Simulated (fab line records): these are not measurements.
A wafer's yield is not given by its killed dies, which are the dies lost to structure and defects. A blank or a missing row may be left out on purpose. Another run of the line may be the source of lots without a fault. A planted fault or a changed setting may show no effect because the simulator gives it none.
fab line records	flow sfq_line
record lots=5	wafers=23
route steps=325 shown M2@96 I2@103 M3@122 I3@137 M4@152 I4@168
start_h: start of the lot's first displayed wafer, in hours after the record's first day	wait_h: hours elapsed since this lot's preceding step	" repeats the value in the row above	L1.1+2: several wafers, shown together as one row	- no value, or no start given	* or withheld: withheld	< > ~ a bound
route shown NAME@n: NAME is a module with steps in the file, n the number in the route of the first one	usual: mean and standard deviation over wafers with no fault	same: alike in all rows	chamber/n: place in a boat	sites: readings site by site	_std_site: standard deviation across them	_edge_site: inner sites' mean taken away from outer sites' mean	radius_mm: for every site, how far away it sits from the centre of the wafer	mask NAME#n: copy n	behind: the most recent tool/chamber to have shaped the wafer	hold: the reason the lot was held/the length of the hold in hours/how it ended	device: the n, p or np transistor that did not switch	end of line: the tests these same wafers got at the end of their route	step lacking rows: just its recipe	killed: the dies lost at the first sort to structure and to defects; this is not the yield of the wafer	map: the dies of a wafer, with x for killed, . for not killed, _ for no die there
set.NAME: the setting that was run; set.NAME@STEP: the one run at that earlier step	model.NAME: the simulator's own value behind a step, which no gauge read
lots run with intentionally changed settings; tables by step, rows by wafer
## steps
# step SFQ_TRILAYER_M2_LITHO_PEB_060
# recipe peb_temp_c=115	peb_time_s=60	resist=KrF
lot.wafer	tool	chamber	start_h	wait_h	set.peb_time_s
L074.1+6	litho_track-03	0	744.75	1.0	60
L074.2+4+5	"	0	"	"	57.52
L077.4+5+6	litho_track-03	0	767.75	0.5	60
L078.1+2+4	litho_track-02	0	768.87	1.0	66.13
L078.5+6	"	0	"	"	60
L080.1+5	litho_track-01	0	820.20	1.0	66.14
L080.3+4+6	"	0	"	"	60
L084.1+5	litho_track-01	0	851.09	1.0	66.29
L084.2+3+6	"	0	"	"	60
# step SFQ_TRILAYER_M2_LITHO_DEVELOP_059
# recipe time_s=60	resist=KrF
# step SFQ_TRILAYER_M2_BARC_OPEN_METAL_ETCH_077
# recipe mask_material=PR	chemistry=O2	target_depth_nm=125	target=BARC	icp_w=600	bias_w=80	pressure_mtorr=10	time_s=41.7
lot.wafer	tool	chamber	start_h	wait_h	set.peb_time_s@TRILAYER_M2_LITHO_PEB_060	model.M2.cd_nm
L074.1	rie_metal-01	1	745.08	0.0	60	499.8
L074.2	"	0	"	"	57.52	505.5
L074.4	"	1	"	"	57.52	507.6
L074.5	"	0	"	"	57.52	506.9
L074.6	"	1	"	"	60	501.7
L077.4	rie_metal-01	1	768.03	0.0	60	500.2
L077.5	"	1	"	"	60	500
L077.6	"	0	"	"	60	499.4
L078.1	rie_metal-04	1	769.21	0.0	66.13	487.7
L078.2	"	0	"	"	66.13	487.5
L078.4	"	1	"	"	66.13	485.7
L078.5	"	0	"	"	60	499.9
L078.6	"	1	"	"	60	501.2
L080.1	rie_metal-04	1	820.53	0.0	66.14	486.4
L080.3	"	0	"	"	60	499.2
L080.4	"	1	"	"	60	499.5
L080.5	"	1	"	"	66.14	486.9
L080.6	"	0	"	"	60	498.6
L084.1	rie_metal-04	0	851.43	0.0	66.29	490
L084.2	"	1	"	"	60	503.2
L084.3	"	0	"	"	60	502.1
L084.5	"	1	"	"	66.29	489.6
L084.6	"	0	"	"	60	502.2
# step SFQ_TRILAYER_M2_ETCH_METAL_ETCH_060
# recipe target=Nb	stop_on=SiO2	mask_material=PR	chemistry=Cl2/Ar	target_depth_nm=240	icp_w=600	bias_w=82.71	pressure_mtorr=10	time_s=120
lot.wafer	tool	chamber	start_h	wait_h	set.peb_time_s@TRILAYER_M2_LITHO_PEB_060	model.M2.cd_nm
L074.1	rie_metal-01	1	745.14	0.0	60	500.5
L074.2	"	0	"	"	57.52	505.4
L074.4	"	1	"	"	57.52	509.3
L074.5	"	0	"	"	57.52	506.9
L074.6	"	1	"	"	60	503.6
L077.4	rie_metal-01	1	768.11	0.1	60	500.7
L077.5	"	1	"	"	60	501.9
L077.6	"	0	"	"	60	497.9
L078.1	rie_metal-04	1	769.27	0.0	66.13	488.9
L078.2	"	0	"	"	66.13	489.4
L078.4	"	1	"	"	66.13	487
L078.5	"	0	"	"	60	499.8
L078.6	"	1	"	"	60	501.4
L080.1	rie_metal-04	1	820.59	0.0	66.14	486.3
L080.3	"	0	"	"	60	498.2
L080.4	"	1	"	"	60	499.3
L080.5	"	1	"	"	66.14	486.1
L080.6	"	0	"	"	60	497.4
L084.1	rie_metal-04	0	851.49	0.0	66.29	489.2
L084.2	"	1	"	"	60	503.5
L084.3	"	0	"	"	60	501.6
L084.5	"	1	"	"	66.29	489.6
L084.6	"	0	"	"	60	502.1
# step SFQ_TRILAYER_I2_DEP_PECVD_063
# recipe material=SiO2	temp_c=150	time_s=111.11	pressure_torr=2.4	rf_w=183.3	precursor=SiH4/N2O	target_thk_nm=500
lot.wafer	tool	chamber	start_h	wait_h	set.time_s	model.SiO2_of_TRILAYER_I2_DEP_PECVD_063.thk_nm
L074.1	pecvd-03	1	746.04	0.0	111.11	502.4
L074.2	"	2	"	"	111.11	494.2
L074.4	"	2	"	"	111.11	504.9
L074.5	"	1	"	"	124.9	567.3
L074.6	"	0	"	"	124.9	566.1
L077.4	pecvd-04	0	769.01	0.0	111.11	502.7
L077.5	"	2	"	"	111.11	510
L077.6	"	1	"	"	111.11	509.1
L078.1	pecvd-02	2	770.19	0.0	111.11	494.8
L078.2	"	0	"	"	111.11	495.5
L078.4	"	2	"	"	111.11	502.8
L078.5	"	1	"	"	111.11	507.3
L078.6	"	0	"	"	111.11	501.7
L080.1	pecvd-03	1	821.49	0.0	111.11	496.9
L080.3	"	2	"	"	111.11	493
L080.4	"	1	"	"	111.11	498.8
L080.5	"	0	"	"	111.11	506.9
L080.6	"	2	"	"	111.11	500.9
L084.1	pecvd-02	1	852.39	0.0	102.5	462.4
L084.2	"	2	"	"	102.5	463.7
L084.3+6	"	1,2	"	"	111.11	509.7
L084.5	"	1	"	"	102.5	467.7
# step SFQ_TRILAYER_I2_CMP_CMP_064
# recipe material=SiO2	down_force_psi=3	platen_rpm=60	pad_velocity_m_s=0.94248
# usual time_to_endpoint_s=214/6.8
lot.wafer	tool	chamber	start_h	wait_h	set.time_s@TRILAYER_I2_DEP_PECVD_063	time_to_endpoint_s
L074.4	cmp-01	1	750.39	4.3	111.11	231
L074.2	"	2	"	"	111.11	219
L074.1	"	3	"	"	111.11	226
L074.5	"	0	"	"	124.9	275
L074.6	"	1	"	"	124.9	268
L078.4	cmp-01	2	773.89	3.6	111.11	213
L078.1	"	3	"	"	111.11	207
L078.2	"	1	775.39	5.2	111.11	214
L078.6	"	2	"	"	111.11	212
L078.5	"	3	"	"	111.11	221
L077.4	cmp-02	1	774.19	5.1	111.11	218
L077.6	"	0	775.69	6.6	111.11	215
L077.5	"	1	"	"	111.11	221
L080.4	cmp-02	3	824.69	3.1	111.11	215
L080.1	"	1	825.69	4.2	111.11	204
L080.3	"	2	"	"	111.11	210
L080.5	"	3	"	"	111.11	223
L080.6	"	0	"	"	111.11	212
L084.2	cmp-02	0	853.07	0.6	102.5	184
L084.1	"	1	"	"	102.5	188
L084.3	"	3	854.57	2.1	111.11	223
L084.5	"	0	"	"	102.5	192
L084.6	"	1	"	"	111.11	230
# step SFQ_TRILAYER_I2_VIA_LITHO_COAT_072
# recipe resist=BARC	spin_rpm=3000	resist_thk_nm=62
lot.wafer	tool	chamber	start_h	wait_h	set.resist_thk_nm	model.BARC_of_TRILAYER_I2_VIA_LITHO_COAT_072.thk_nm
L074.1	litho_track-02	0	754.21	1.0	62	62.13
L074.2	"	0	"	"	62	62.16
L074.4	"	0	"	"	62	61.89
L074.5	"	0	"	"	62	61.92
L074.6	"	0	"	"	62	62.15
L077.4	litho_track-02	0	778.16	0.6	62	61.78
L077.5	"	0	"	"	62	62.1
L077.6	"	0	"	"	62	62.02
L078.1	litho_track-04	0	778.21	1.0	58.58	58.62
L078.2	"	0	"	"	62	62.11
L078.4	"	0	"	"	58.58	58.7
L078.5	"	0	"	"	62	62.06
L078.6	"	0	"	"	62	62.03
L080.1	litho_track-02	0	829.01	1.0	62	61.87
L080.3	"	0	"	"	59.01	58.99
L080.4	"	0	"	"	59.01	58.85
L080.5	"	0	"	"	62	62
L080.6	"	0	"	"	62	62.01
L084.1	litho_track-02	0	857.39	1.0	62	62.01
L084.2	"	0	"	"	62	62.12
L084.3	"	0	"	"	62	61.99
L084.5	"	0	"	"	62	62.09
L084.6	"	0	"	"	62	62.13
# step SFQ_TRILAYER_I2_VIA_BARC_OPEN_VIA_ETCH_096
# recipe mask_material=PR	chemistry=O2	target_depth_nm=125	target=BARC	source_w=500	bias_w=80	pressure_mtorr=30	time_s=41.7
# usual oes_product_au=0.685/0.0041
lot.wafer	tool	chamber	start_h	wait_h	set.bias_w	set.resist_thk_nm@TRILAYER_I2_VIA_LITHO_COAT_072	oes_product_au
L074.1	rie_diel-04	3	757.24	0.0	75.25	62	0.687
L074.2	"	2	"	"	75.25	62	0.687
L074.4	"	0	"	"	80	62	0.682
L074.5	"	2	"	"	80	62	0.688
L074.6	"	3	"	"	80	62	0.688
L077.4	rie_diel-03	2	782.45	0.0	80	62	0.681
L077.5	"	1	"	"	80	62	0.681
L077.6	"	0	"	"	80	62	0.684
L078.1	rie_diel-04	3	783.65	0.0	80	58.58	0.667
L078.2	"	0	"	"	72.03	62	0.689
L078.4	"	0	"	"	72.03	58.58	0.673
L078.5	"	2	"	"	80	62	0.687
L078.6	"	3	"	"	80	62	0.688
L080.1	rie_diel-03	1	831.30	0.0	80	62	0.686
L080.3	"	2	"	"	80	59.01	0.669
L080.4	"	3	"	"	80	59.01	0.669
L080.5	"	0	"	"	80	62	0.686
L080.6	"	3	"	"	80	62	0.690
L084.1	rie_diel-03	2	871.83	0.0	80	62	0.684
L084.2	"	3	"	"	80	62	0.685
L084.3	"	0	"	"	80	62	0.684
L084.5	"	0	"	"	80	62	0.683
L084.6	"	3	"	"	80	62	0.684
# step SFQ_TRILAYER_M3_LITHO_COAT_080
# recipe resist=BARC	spin_rpm=3000	resist_thk_nm=62
lot.wafer	tool	chamber	start_h	wait_h	set.resist_thk_nm	model.BARC_of_TRILAYER_M3_LITHO_COAT_080.thk_nm
L074.1	litho_track-04	0	758.67	0.1	62	62.22
L074.2	"	0	"	"	64.86	65.2
L074.4	"	0	"	"	62	62.27
L074.5	"	0	"	"	64.86	65.03
L074.6	"	0	"	"	64.86	65.28
L077.4+6	litho_track-03	0	784.00	0.2	62	62.15
L077.5	"	0	"	"	62	62.22
L078.1	litho_track-03	0	784.90	0.1	59.18	59.47
L078.2	"	0	"	"	59.18	59.35
L078.4	"	0	"	"	62	62.36
L078.5	"	0	"	"	62	62.26
L078.6	"	0	"	"	59.18	59.4
L080.1	litho_track-03	0	833.13	0.1	62	61.86
L080.3	"	0	"	"	59.99	60.08
L080.4	"	0	"	"	62	61.94
L080.5	"	0	"	"	59.99	60
L080.6	"	0	"	"	62	62.13
L084.1	litho_track-04	0	873.26	0.1	63.55	63.75
L084.2	"	0	"	"	62	62.08
L084.3	"	0	"	"	62	62.14
L084.5	"	0	"	"	63.55	63.51
L084.6	"	0	"	"	63.55	63.5
# step SFQ_TRILAYER_M3_LITHO_COAT_075
# recipe resist=KrF	spin_rpm=3000	resist_thk_nm=600
# step SFQ_TRILAYER_M3_LITHO_SOFTBAKE_079
# recipe temp_c=withheld	time_s=withheld	resist=KrF
# step SFQ_TRILAYER_M3_LITHO_DEVELOP_077
# recipe time_s=60	resist=KrF
# step SFQ_TRILAYER_M3_BARC_OPEN_METAL_ETCH_100
# recipe mask_material=PR	chemistry=O2	target_depth_nm=125	target=BARC	icp_w=600	bias_w=79.03	pressure_mtorr=10	time_s=41.7
# usual oes_product_au=0.685/0.0054
lot.wafer	tool	chamber	start_h	wait_h	set.resist_thk_nm@TRILAYER_M3_LITHO_COAT_080	oes_product_au	model.etch.depth_nm
L074.1	rie_metal-02	1	761.70	0.0	62	0.678	62.22
L074.2	"	0	"	"	64.86	0.702	65.2
L074.4	"	1	"	"	62	0.682	-
L074.5	"	0	"	"	64.86	0.708	65.03
L074.6	"	1	"	"	64.86	0.708	-
L077.4	rie_metal-02	1	787.27	0.0	62	0.689	62.15
L077.5	"	0	"	"	62	0.688	62.22
L077.6	"	1	"	"	62	0.685	62.15
L078.1	rie_metal-04	1	788.68	0.0	59.18	0.671	59.47
L078.2	"	0	"	"	59.18	0.674	59.35
L078.4	"	0	"	"	62	0.692	-
L078.5	"	1	"	"	62	0.692	-
L078.6	"	0	"	"	59.18	0.673	-
L080.1	rie_metal-04	1	835.41	0.0	62	0.686	-
L080.3	"	0	"	"	59.99	0.673	-
L080.4	"	1	"	"	62	0.683	-
L080.5	"	1	"	"	59.99	0.667	60
L080.6	"	0	"	"	62	0.684	-
L084.1	rie_metal-01	1	1002.56	0.0	63.55	0.694	63.75
L084.2	"	0	"	"	62	0.686	62.08
L084.3	"	0	"	"	62	0.674	-
L084.5	"	0	"	"	63.55	0.695	-
L084.6	"	1	"	"	63.55	0.684	-
# step SFQ_TRILAYER_I3_VIA_LITHO_COAT_090
# recipe resist=BARC	spin_rpm=3000	resist_thk_nm=62
lot.wafer	tool	chamber	start_h	wait_h	set.spin_rpm	model.BARC_of_TRILAYER_I3_VIA_LITHO_COAT_090.thk_nm
L074.1	litho_track-01	0	769.21	1.0	3000	61.78
L074.2	"	0	"	"	3137	60.5
L074.4	"	0	"	"	3000	61.94
L074.5	"	0	"	"	3137	60.65
L074.6	"	0	"	"	3000	62.06
L077.4	litho_track-01	0	796.36	0.6	3000	61.84
L077.5	"	0	"	"	3000	62.09
L077.6	"	0	"	"	3000	62.04
L078.1	litho_track-03	0	799.21	1.0	2797	64.21
L078.2	"	0	"	"	2797	64.1
L078.4	"	0	"	"	3000	61.99
L078.5	"	0	"	"	2797	64.16
L078.6	"	0	"	"	3000	61.83
L080.1	litho_track-04	0	840.77	1.0	2798	64.15
L080.3	"	0	"	"	3000	62.01
L080.4	"	0	"	"	2798	64.06
L080.5	"	0	"	"	2798	63.94
L080.6	"	0	"	"	3000	61.86
L084.1	litho_track-04	0	1009.89	1.0	3000	61.82
L084.2	"	0	"	"	3000	61.95
L084.3	"	0	"	"	3000	61.99
L084.5	"	0	"	"	3000	61.94
L084.6	"	0	"	"	3000	61.86
# step SFQ_TRILAYER_I3_VIA_BARC_OPEN_VIA_ETCH_121
# recipe mask_material=PR	chemistry=O2	target_depth_nm=125	target=BARC	source_w=500	bias_w=80	pressure_mtorr=30	time_s=41.7
lot.wafer	tool	chamber	start_h	wait_h	set.source_w	set.resist_thk_nm@TRILAYER_M3_LITHO_COAT_080	model.etch.depth_nm
L074.1	rie_diel-03	1	916.28	0.0	500	62	61.78
L074.2	"	2	"	"	500	64.86	60.5
L074.4	"	0	"	"	500	62	-
L074.5	"	1	"	"	500	64.86	60.65
L074.6	"	2	"	"	500	64.86	-
L077.4	rie_diel-03	3	940.40	0.0	500	62	61.84
L077.5	"	2	"	"	500	62	62.09
L077.6	"	1	"	"	500	62	62.04
L078.1	rie_diel-03	0	944.00	0.0	500	59.18	64.21
L078.2	"	3	"	"	500	59.18	64.1
L078.4+5	"	1,2	"	"	500	62	-
L078.6	"	1	"	"	500	59.18	-
L080.1+6	rie_diel-04	2,0	981.45	0.0	500	62	-
L080.3	"	3	"	"	453	59.99	-
L080.4	"	0	"	"	453	62	-
L080.5	"	3	"	"	500	59.99	63.94
L084.1	rie_diel-04	0	1012.18	0.0	468.2	63.55	61.82
L084.2	"	1	"	"	468.2	62	61.95
L084.3	"	2	"	"	468.2	62	-
L084.5+6	"	1,2	"	"	500	63.55	-
# step SFQ_TRILAYER_M4_LITHO_COAT_098
# recipe resist=BARC	spin_rpm=3000	resist_thk_nm=62
lot.wafer	tool	chamber	start_h	wait_h	set.spin_rpm	model.BARC_of_TRILAYER_M4_LITHO_COAT_098.thk_nm
L074.1	litho_track-01	0	918.28	0.1	3185	59.91
L074.2	"	0	"	"	3185	60.1
L074.4	"	0	"	"	3000	61.79
L074.5	"	0	"	"	3185	59.83
L074.6	"	0	"	"	3000	61.9
L077.4	litho_track-02	0	941.83	0.2	3000	61.73
L077.5	"	0	"	"	3000	61.78
L077.6	"	0	"	"	3000	61.75
L078.1	litho_track-02	0	945.83	0.1	3169	60.12
L078.2	"	0	"	"	3000	61.76
L078.4	"	0	"	"	3000	62.08
L078.5	"	0	"	"	3169	60.22
L078.6	"	0	"	"	3000	61.87
L080.1	litho_track-03	0	983.28	0.1	3000	62.41
L080.3	"	0	"	"	3000	62.25
L080.4	"	0	"	"	3000	62.32
L080.5	"	0	"	"	2862	63.66
L080.6	"	0	"	"	2862	63.77
L084.1	litho_track-03	0	1013.40	0.1	3000	62.1
L084.2	"	0	"	"	3213	59.91
L084.3	"	0	"	"	3213	60.04
L084.5	"	0	"	"	3000	62.01
L084.6	"	0	"	"	3213	60.05
# step SFQ_TRILAYER_M4_LITHO_COAT_093
# recipe resist=KrF	spin_rpm=3000	resist_thk_nm=600
# step SFQ_TRILAYER_M4_LITHO_SOFTBAKE_097
# recipe temp_c=withheld	time_s=withheld	resist=KrF
# step SFQ_TRILAYER_M4_LITHO_DEVELOP_095
# recipe time_s=60	resist=KrF
# step SFQ_TRILAYER_M4_BARC_OPEN_METAL_ETCH_123
# recipe mask_material=PR	chemistry=O2	target_depth_nm=125	target=BARC	icp_w=600	bias_w=80	pressure_mtorr=10	time_s=41.7
# usual oes_product_au=0.685/0.0048
lot.wafer	tool	chamber	start_h	wait_h	set.spin_rpm@TRILAYER_M4_LITHO_COAT_098	oes_product_au	model.etch.depth_nm
L074.1	rie_metal-01	0	1044.60	0.0	3185	0.670	59.91
L074.2	"	1	"	"	3185	0.674	60.1
L074.4	"	0	"	"	3000	0.684	-
L074.5	"	0	"	"	3185	0.668	59.83
L074.6	"	1	"	"	3000	0.691	-
L077.4	rie_metal-01	0	1075.09	0.1	3000	0.683	61.73
L077.5	"	0	"	"	3000	0.682	61.78
L077.6	"	0	"	"	3000	0.687	61.75
L078.1	rie_metal-01	0	1082.23	0.0	3169	0.677	60.12
L078.2	"	0	"	"	3000	0.685	61.76
L078.4	"	0	"	"	3000	0.688	-
L078.5	"	0	"	"	3169	0.680	-
L078.6	"	0	"	"	3000	0.689	-
L080.1	rie_metal-04	0	1129.92	0.0	3000	0.685	-
L080.3	"	0	"	"	3000	0.685	-
L080.4	"	1	"	"	3000	0.684	-
L080.5	"	0	"	"	2862	0.696	63.66
L080.6	"	1	"	"	2862	0.684	-
L084.1	rie_metal-03	1	1143.25	0.0	3000	0.686	62.1
L084.2	"	0	"	"	3213	0.674	59.91
L084.3	"	1	"	"	3213	0.670	-
L084.5	"	0	"	"	3000	0.686	-
L084.6	"	1	"	"	3213	0.677	-
# step SFQ_TRILAYER_I4_VIA_LITHO_COAT_103
# recipe resist=KrF	spin_rpm=3000	resist_thk_nm=650
lot.wafer	tool	chamber	start_h	wait_h	set.spin_rpm	model.KrF_of_TRILAYER_I4_VIA_LITHO_COAT_103.thk_nm
L074.1	litho_track-01	0	1054.50	0.2	3000	648.8
L074.2	"	0	"	"	2906	660.6
L074.4	"	0	"	"	3000	649.5
L074.5	"	0	"	"	3000	651.5
L074.6	"	0	"	"	2906	661
L077.4	litho_track-01	0	1086.34	0.2	3000	651.8
L077.5	"	0	"	"	3000	648
L077.6	"	0	"	"	3000	648.8
L078.1	litho_track-02	0	1092.92	0.2	3000	652.1
L078.2	"	0	"	"	3000	651.2
L078.4	"	0	"	"	2867	666
L078.5	"	0	"	"	2867	666.2
L078.6	"	0	"	"	3000	652
L080.1	litho_track-04	0	1142.71	0.2	3000	648.2
L080.3	"	0	"	"	3000	647.5
L080.4	"	0	"	"	3129	633.4
L080.5	"	0	"	"	3129	634.6
L080.6	"	0	"	"	3000	648.8
L084.1	litho_track-01	0	1155.40	0.2	2911	655.2
L084.2	"	0	"	"	2911	652.7
L084.3	"	0	"	"	3000	647.8
L084.5	"	0	"	"	3000	646.7
L084.6	"	0	"	"	3000	646.1
# step SFQ_TRILAYER_I4_VIA_BARC_OPEN_VIA_ETCH_146
# recipe mask_material=PR	chemistry=O2	target_depth_nm=125	target=BARC	source_w=500	bias_w=80	pressure_mtorr=30	time_s=41.7
lot.wafer	tool	chamber	start_h	wait_h	set.bias_w	set.spin_rpm@TRILAYER_I4_VIA_LITHO_COAT_103	model.KrF_of_TRILAYER_I4_VIA_LITHO_COAT_103.thk_nm
L074.1	rie_diel-02	2	1198.23	0.0	89.24	3000	570.1
L074.2	"	0	"	"	80	2906	584.3
L074.4	"	1	"	"	80	3000	573
L074.5	"	3	"	"	80	3000	575.5
L074.6	"	2	"	"	89.24	2906	581.8
L077.4	rie_diel-01	2	1225.87	0.0	80	3000	574.4
L077.5	"	1	"	"	80	3000	570.7
L077.6	"	0	"	"	80	3000	571.5
L078.1	rie_diel-03	3	1231.87	0.0	80	3000	575.1
L078.2	"	0	"	"	80	3000	574
L078.4	"	2	"	"	80	2867	588.7
L078.5	"	1	"	"	76.44	2867	589.9
L078.6	"	0	"	"	76.44	3000	575.8
L080.1	rie_diel-03	1	1271.59	0.0	88.51	3000	569.9
L080.3	"	3	"	"	88.51	3000	569
L080.4	"	2	"	"	80	3129	556.9
L080.5	"	3	"	"	80	3129	557.4
L080.6	"	2	"	"	80	3000	572.5
L084.1	rie_diel-02	2	1290.79	0.0	80	2911	577.8
L084.2	"	3	"	"	76.26	2911	576.6
L084.3	"	0	"	"	80	3000	570.8
L084.5	"	3	"	"	76.26	3000	570.2
L084.6	"	0	"	"	80	3000	569
# step SFQ_TRILAYER_I4_VIA_ETCH_VIA_ETCH_106
# recipe target=SiO2	stop_on=Nb	mask_material=PR	taper_deg=20	chemistry=CHF3	target_depth_nm=260	source_w=500	bias_w=80	pressure_mtorr=30	time_s=withheld
lot.wafer	tool	chamber	start_h	wait_h	set.spin_rpm@TRILAYER_I4_VIA_LITHO_COAT_103	model.KrF_of_TRILAYER_I4_VIA_LITHO_COAT_103.thk_nm
L074.1	rie_diel-02	2	1198.27	0.0	3000	524.6
L074.2	"	0	"	"	2906	539.1
L074.4	"	1	"	"	3000	527.9
L074.5	"	3	"	"	3000	530.4
L074.6	"	2	"	"	2906	536.5
L077.4	rie_diel-01	2	1225.91	0.0	3000	529.8
L077.5	"	1	"	"	3000	525.4
L077.6	"	0	"	"	3000	526
L078.1	rie_diel-03	3	1231.91	0.0	3000	530.2
L078.2	"	0	"	"	3000	529.4
L078.4	"	2	"	"	2867	543.6
L078.5	"	1	"	"	2867	545.1
L078.6	"	0	"	"	3000	531.5
L080.1	rie_diel-03	1	1271.63	0.0	3000	525.1
L080.3	"	3	"	"	3000	523.9
L080.4	"	2	"	"	3129	512.4
L080.5	"	3	"	"	3129	511.9
L080.6	"	2	"	"	3000	527.6
L084.1	rie_diel-02	2	1290.83	0.0	2911	533.2
L084.2	"	3	"	"	2911	532
L084.3	"	0	"	"	3000	526
L084.5	"	3	"	"	3000	525.7
L084.6	"	0	"	"	3000	524.6
## key
split step=SFQ_TRILAYER_M2_LITHO_PEB_060	setting=peb_time_s	stated=60	by=wafer
response step=SFQ_TRILAYER_M2_BARC_OPEN_METAL_ETCH_077	reading=model.M2.cd_nm	change=-1.26	per=1%	r=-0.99
response step=SFQ_TRILAYER_M2_ETCH_METAL_ETCH_060	reading=model.M2.cd_nm	change=-1.21	per=1%	r=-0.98
split step=SFQ_TRILAYER_I2_DEP_PECVD_063	setting=time_s	stated=111.11	by=wafer
response step=SFQ_TRILAYER_I2_DEP_PECVD_063	reading=model.SiO2_of_TRILAYER_I2_DEP_PECVD_063.thk_nm	change=+5.47	per=1%	r=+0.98
response step=SFQ_TRILAYER_I2_CMP_CMP_064	reading=time_to_endpoint_s	change=*	per=1%	r=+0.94
split step=SFQ_TRILAYER_I2_VIA_LITHO_COAT_072	setting=resist_thk_nm	stated=62	by=wafer
response step=SFQ_TRILAYER_I2_VIA_LITHO_COAT_072	reading=model.BARC_of_TRILAYER_I2_VIA_LITHO_COAT_072.thk_nm	change=+0.624	per=1%	r=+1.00
response step=SFQ_TRILAYER_I2_VIA_BARC_OPEN_VIA_ETCH_096	reading=oes_product_au	change=+0.00357	per=1%	r=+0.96
split step=SFQ_TRILAYER_I2_VIA_BARC_OPEN_VIA_ETCH_096	setting=bias_w	stated=80	by=wafer
response none clear
split step=SFQ_TRILAYER_M3_LITHO_COAT_080	setting=resist_thk_nm	stated=62	by=wafer
response step=SFQ_TRILAYER_M3_LITHO_COAT_080	reading=model.BARC_of_TRILAYER_M3_LITHO_COAT_080.thk_nm	change=+0.624	per=1%	r=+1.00
response step=SFQ_TRILAYER_M3_BARC_OPEN_METAL_ETCH_100	reading=oes_product_au	change=+0.00476	per=1%	r=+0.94
response step=SFQ_TRILAYER_M3_BARC_OPEN_METAL_ETCH_100	reading=model.etch.depth_nm	change=+0.634	per=1%	r=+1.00
response step=SFQ_TRILAYER_I3_VIA_BARC_OPEN_VIA_ETCH_121	reading=model.etch.depth_nm	change=-0.224	per=1%	r=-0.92
split step=SFQ_TRILAYER_I3_VIA_LITHO_COAT_090	setting=spin_rpm	stated=3000	by=wafer
response step=SFQ_TRILAYER_I3_VIA_LITHO_COAT_090	reading=model.BARC_of_TRILAYER_I3_VIA_LITHO_COAT_090.thk_nm	change=-0.318	per=1%	r=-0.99
split step=SFQ_TRILAYER_I3_VIA_BARC_OPEN_VIA_ETCH_121	setting=source_w	stated=500	by=wafer
response none clear
split step=SFQ_TRILAYER_M4_LITHO_COAT_098	setting=spin_rpm	stated=3000	by=wafer
response step=SFQ_TRILAYER_M4_LITHO_COAT_098	reading=model.BARC_of_TRILAYER_M4_LITHO_COAT_098.thk_nm	change=-0.301	per=1%	r=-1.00
response step=SFQ_TRILAYER_M4_BARC_OPEN_METAL_ETCH_123	reading=oes_product_au	change=-0.00188	per=1%	r=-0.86
response step=SFQ_TRILAYER_M4_BARC_OPEN_METAL_ETCH_123	reading=model.etch.depth_nm	change=-0.302	per=1%	r=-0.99
split step=SFQ_TRILAYER_I4_VIA_LITHO_COAT_103	setting=spin_rpm	stated=3000	by=wafer
response step=SFQ_TRILAYER_I4_VIA_LITHO_COAT_103	reading=model.KrF_of_TRILAYER_I4_VIA_LITHO_COAT_103.thk_nm	change=-3.16	per=1%	r=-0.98
response step=SFQ_TRILAYER_I4_VIA_BARC_OPEN_VIA_ETCH_146	reading=model.KrF_of_TRILAYER_I4_VIA_LITHO_COAT_103.thk_nm	change=-3.07	per=1%	r=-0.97
response step=SFQ_TRILAYER_I4_VIA_ETCH_VIA_ETCH_106	reading=model.KrF_of_TRILAYER_I4_VIA_LITHO_COAT_103.thk_nm	change=-3.04	per=1%	r=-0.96
split step=SFQ_TRILAYER_I4_VIA_BARC_OPEN_VIA_ETCH_146	setting=bias_w	stated=80	by=wafer
response none clear
